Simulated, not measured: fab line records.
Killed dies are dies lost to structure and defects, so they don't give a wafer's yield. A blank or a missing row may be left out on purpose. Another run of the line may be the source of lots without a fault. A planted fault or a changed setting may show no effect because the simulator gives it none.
Which tool did it? + flow gf180mcu + 7 lots with 21 wafers sampled at 3 steps, on a route of 602 steps

== WHAT EACH GAUGE READ, for each wafer ==
GF_V3_THK_MEAS_01.
| lot  | measured     | on            | V3_CVD_00_THK (nm) |
|------|--------------|---------------|--------------------|
| L529 | day 22 15:53 | film metro-04 | 600 599 605        |
| L531 | day 23 17:29 | film metro-04 | 591 590 614        |
| L533 | day 24 22:31 | film metro-04 | 604 615 611        |
| L535 | day 25 13:43 | film metro-02 | 602 608 613        |
| L538 | day 26 08:45 | film metro-04 | 597 601 604        |
| L540 | day 27 03:02 | film metro-02 | 600 603 594        |
| L547 | day 28 12:12 | film metro-01 | 589 598 596        |

== TOOL THAT RAN EACH LOT (tool first, then ch and the chambers of the sampled wafers, then the start) ==
| lot  | GF_M3_SPUTTER_01             | GF_M3_SPUTTER_04             |
|------|------------------------------|------------------------------|
| L529 | pvd sputter-01, day 21 15:25 | pvd sputter-01, day 21 15:30 |
| L531 | pvd sputter-03, day 22 17:41 | pvd sputter-03, day 22 17:46 |
| L533 | pvd sputter-01, day 23 23:56 | pvd sputter-01, day 24 00:01 |
| L535 | pvd sputter-01, day 24 15:34 | pvd sputter-01, day 24 15:39 |
| L538 | pvd sputter-01, day 25 10:37 | pvd sputter-01, day 25 10:42 |
| L540 | pvd sputter-01, day 26 05:05 | pvd sputter-01, day 26 05:10 |
| L547 | pvd sputter-03, day 27 15:41 | pvd sputter-03, day 27 15:46 |
- GF_M3_SPUTTER_01: material TiN, target thk 30 nm, time 25 s.
- GF_M3_SPUTTER_04: material TiN, target thk 50 nm, time 41.7 s.

== THE ANSWER, worked out from the rows above alone ==
Rule: the usual values come from the lots themselves. The widest of any qualifying gaps counts: lots, ordered by their means at a reading, are off when they make up no more than a third of the lots, leave a main group of 4 or more, and stand apart from it by 3 or more times the standard deviation of that group's means. Not used: any main group whose means are identical at the precision the tables above print for the reading. Also off: a lot with no number at a reading for which 4 or more lots have one. Where the step has rows for the other lots, those lots are counted as sound.
No lot is off at any reading shown: from this, nothing can be told.

== WHAT THE SIMULATOR HAD INSERTED ==
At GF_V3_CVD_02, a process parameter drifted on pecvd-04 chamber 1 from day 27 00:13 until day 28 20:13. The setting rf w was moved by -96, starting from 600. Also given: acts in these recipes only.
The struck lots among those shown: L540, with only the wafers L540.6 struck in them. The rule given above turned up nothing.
